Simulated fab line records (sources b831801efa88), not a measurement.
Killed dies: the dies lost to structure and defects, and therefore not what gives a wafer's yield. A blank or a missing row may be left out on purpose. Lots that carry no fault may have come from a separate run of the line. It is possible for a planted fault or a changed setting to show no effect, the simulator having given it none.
Check for tools in common / flow gf180mcu / Sample size 13 lots and 39 wafers

== WHY THIS WAS OPENED ==
Of 13 lots, 2 have the reading HV_LDD_TW flagged at GF_HV_LDD_TW_MEAS_11. Wafers without a fault read 2441, standard deviation 28.
Rule: flag the lot when none of its wafers has a number, or when each of its wafers that has one lies beyond 4 standard deviations from that mean. All remaining lots are regarded as sound.

lot=L765; measured=day 10 07:29; on=filmMetro-03; HV_LDD_TW, wafer by wafer=2472 2465 2480; flag=
lot=L766; measured=day 10 16:01; on=filmMetro-01; HV_LDD_TW, wafer by wafer=2438 2444 2449; flag=
lot=L767; measured=day 10 19:02; on=filmMetro-01; HV_LDD_TW, wafer by wafer=2446 2452 2437; flag=
lot=L768; measured=day 11 07:06; on=filmMetro-03; HV_LDD_TW, wafer by wafer=2467 2476 2473; flag=
lot=L769; measured=day 11 13:22; on=filmMetro-02; HV_LDD_TW, wafer by wafer=2391 2402 2397; flag=
lot=L770; measured=day 11 18:03; on=filmMetro-02; HV_LDD_TW, wafer by wafer=2392 2394 2399; flag=
lot=L778; measured=day 14 14:24; on=filmMetro-01; HV_LDD_TW, wafer by wafer=2208 2222 2206; flag=FLAGGED
lot=L780; measured=day 14 20:32; on=filmMetro-02; HV_LDD_TW, wafer by wafer=2180 2181 2189; flag=FLAGGED
lot=L781; measured=day 15 09:44; on=filmMetro-01; HV_LDD_TW, wafer by wafer=2423 2414 2407; flag=
lot=L782; measured=day 15 12:53; on=filmMetro-03; HV_LDD_TW, wafer by wafer=2489 2477 2466; flag=
lot=L784; measured=day 16 04:30; on=filmMetro-03; HV_LDD_TW, wafer by wafer=2471 2462 2467; flag=
lot=L787; measured=day 16 23:02; on=filmMetro-03; HV_LDD_TW, wafer by wafer=2469 2462 2474; flag=
lot=L786; measured=day 17 02:32; on=filmMetro-02; HV_LDD_TW, wafer by wafer=2413 2425 2415; flag=
The numbers of the flagged lots are 2198 on average: -243 against the usual, or -9 standard deviations.

== WHICH TOOL EACH LOT WENT THROUGH ==
The record keeps 1 process step preceding the reading, out of 602 steps on the route. Read each cell as the tool, then ch plus the chambers that the sampled wafers visited, then the start.
lot=L765; flag=; GF_HV_LDD_IMPLANT_09=implanter-03 ch 0, day 10 07:14
lot=L766; flag=; GF_HV_LDD_IMPLANT_09=implanter-02 ch 0, day 10 15:47
lot=L767; flag=; GF_HV_LDD_IMPLANT_09=implanter-02 ch 0, day 10 18:48
lot=L768; flag=; GF_HV_LDD_IMPLANT_09=implanter-01 ch 0, day 11 06:53
lot=L769; flag=; GF_HV_LDD_IMPLANT_09=implanter-02 ch 0, day 11 13:07
lot=L770; flag=; GF_HV_LDD_IMPLANT_09=implanter-03 ch 0, day 11 17:49
lot=L778; flag=FLAGGED; GF_HV_LDD_IMPLANT_09=implanter-02 ch 0, day 14 14:10
lot=L780; flag=FLAGGED; GF_HV_LDD_IMPLANT_09=implanter-02 ch 0, day 14 20:17
lot=L781; flag=; GF_HV_LDD_IMPLANT_09=implanter-01 ch 0, day 15 09:29
lot=L782; flag=; GF_HV_LDD_IMPLANT_09=implanter-03 ch 0, day 15 12:39
lot=L784; flag=; GF_HV_LDD_IMPLANT_09=implanter-01 ch 0, day 16 04:16
lot=L787; flag=; GF_HV_LDD_IMPLANT_09=implanter-01 ch 0, day 16 22:47
lot=L786; flag=; GF_HV_LDD_IMPLANT_09=implanter-03 ch 0, day 17 02:17
These steps, and what they do:
- GF_HV_LDD_IMPLANT_09
- GF_HV_LDD_TW_MEAS_11

== FLAGGED AGAINST TOTAL, ONE TOOL AT A TIME (gauges that did the reading follow at the end) ==
step=GF_HV_LDD_IMPLANT_09; tool=implanter-01; lots run=4; flagged=0; share of the flagged lots=none; sound lots run after its first flagged lot=-
step=GF_HV_LDD_IMPLANT_09; tool=implanter-02; lots run=5; flagged=2; share of the flagged lots=all; sound lots run after its first flagged lot=0
step=GF_HV_LDD_IMPLANT_09; tool=implanter-03; lots run=4; flagged=0; share of the flagged lots=none; sound lots run after its first flagged lot=-
step=GF_HV_LDD_TW_MEAS_11; tool=filmMetro-01; lots run=4; flagged=1; share of the flagged lots=some; sound lots run after its first flagged lot=1 (L781)
step=GF_HV_LDD_TW_MEAS_11; tool=filmMetro-02; lots run=4; flagged=1; share of the flagged lots=some; sound lots run after its first flagged lot=1 (L786)
step=GF_HV_LDD_TW_MEAS_11; tool=filmMetro-03; lots run=5; flagged=0; share of the flagged lots=none; sound lots run after its first flagged lot=-

== WHAT THE TABLE PERMITS ==
Rows of the table that ran each flagged lot: 1, that is implanter-02 at GF_HV_LDD_IMPLANT_09.
- implanter-02 at GF_HV_LDD_IMPLANT_09 ran 5 lots, 2 of them flagged. Last sound lot L769 at day 11 13:07, first flagged lot L778 at day 14 14:10; a fault beginning in between fits. Its own readings (tiltDeg) fall more than 4 standard deviations out on all wafers of the flagged lots.
One tool is left: implanter-02 at GF_HV_LDD_IMPLANT_09.

== WHAT THE SIMULATOR PUT IN ==
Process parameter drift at GF_HV_LDD_IMPLANT_09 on implanter-02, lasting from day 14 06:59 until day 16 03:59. The setting tiltDeg was moved by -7, starting from 7. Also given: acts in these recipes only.
Struck lots among those shown: L778, L780. The same result came from the rule above.
